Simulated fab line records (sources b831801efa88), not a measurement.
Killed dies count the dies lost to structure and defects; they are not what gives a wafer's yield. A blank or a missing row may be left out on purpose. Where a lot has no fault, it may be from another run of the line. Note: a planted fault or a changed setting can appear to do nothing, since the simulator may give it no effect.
Problem report in the 8D (eight disciplines) form, filled by code / flow gf180mcu / the parts of the form that need people (team, actions taken, sign-off) are left out

1. PROBLEM STATEMENT
rf-fwd-power-W at GF_V3_ETCH_16 reads a mean of 415.5 W on 6 wafers of 2 lots; wafers without a fault read 493.9 W with a standard deviation of 2.6. That puts it -30 standard deviations away from the usual mean.
The step: etches BARC in N2/H2.
Earliest sighting: wafer L527.1 on rie-diel-01 at day 24 18:57. Wafers with a number at this step in the record: 39, from 13 lots. The rule behind "out" and "out of limits": a value lying over 4 standard deviations away from the usual mean. All remaining wafers that have a number are taken as sound.

2. WHAT IT IS, AND WHAT IT ISN'T
question=which readings at this step | is=rf-fwd-power-W | is not=drypump-motor-current-A, oes-product-au
question=which lots | is=L527, L528 | is not=L523, L525, L535, L536, L537, L538, L539, L540, L541, L542, L543
question=which wafers of those lots | is=all that have a number | is not=-
question=read on which tools | is=rie-diel-01 | is not=rie-diel-03, rie-diel-04
question=when | is=from day 24 18:57 | is not=up to then (6 sound wafers); but 27 sound wafers of L535, L536, L537, L538, L539, L540, L541, L542, L543 came after

3. SUSPECTS, AND WHAT RULES EACH OUT
Counting: a tool at any process step up to the reading remains a suspect when it ran all the lots that are out and ran no sound lot after the first of those.
- pvd-sputter-02 at GF_M3_SPUTTER_03 (material Ti, target thk 10 nm, time 6.7 s): ruled out as a lasting fault. Sound lots L543 ran on it after its first lot that is out, L527 (day 22 20:47).
- rie-diel-01 at GF_V3_ETCH_16 (etches BARC in N2/H2): ruled out as a lasting fault. Sound lots L537, L543 ran on it after its first lot that is out, L527 (day 24 18:57).
Left after counting: nothing in the record.

4. THE CAUSE (what the simulator had put in)
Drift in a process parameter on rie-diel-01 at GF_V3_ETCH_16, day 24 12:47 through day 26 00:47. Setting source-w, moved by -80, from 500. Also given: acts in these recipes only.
Counting ruled it out, wrongly.

5. THE CHAIN OF EFFECTS, in route order
Each row: a reading whose mean over the struck wafers that have a number lies more than 3 standard deviations from the usual. Only readings for which the record gives a usual standard deviation are gone through. hours: the time from each lot's start at the first step in this table that gives one to its start at this step, as a median over the lots. sigmas: the change in usual standard deviations.
hours=0; step=GF_V3_ETCH_16; reading=rf-fwd-power-W; usual=493.9 W; on struck wafers=415.5; change=-78.4; sigmas=-30
Here are the process steps it includes:
- GF_V3_ETCH_16: etches BARC in N2/H2.

6. WHAT WOULD HAVE CAUGHT IT SOONER
First out-of-limits reading in this record: day 24 18:57, which is 6 hours after fault onset at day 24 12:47.
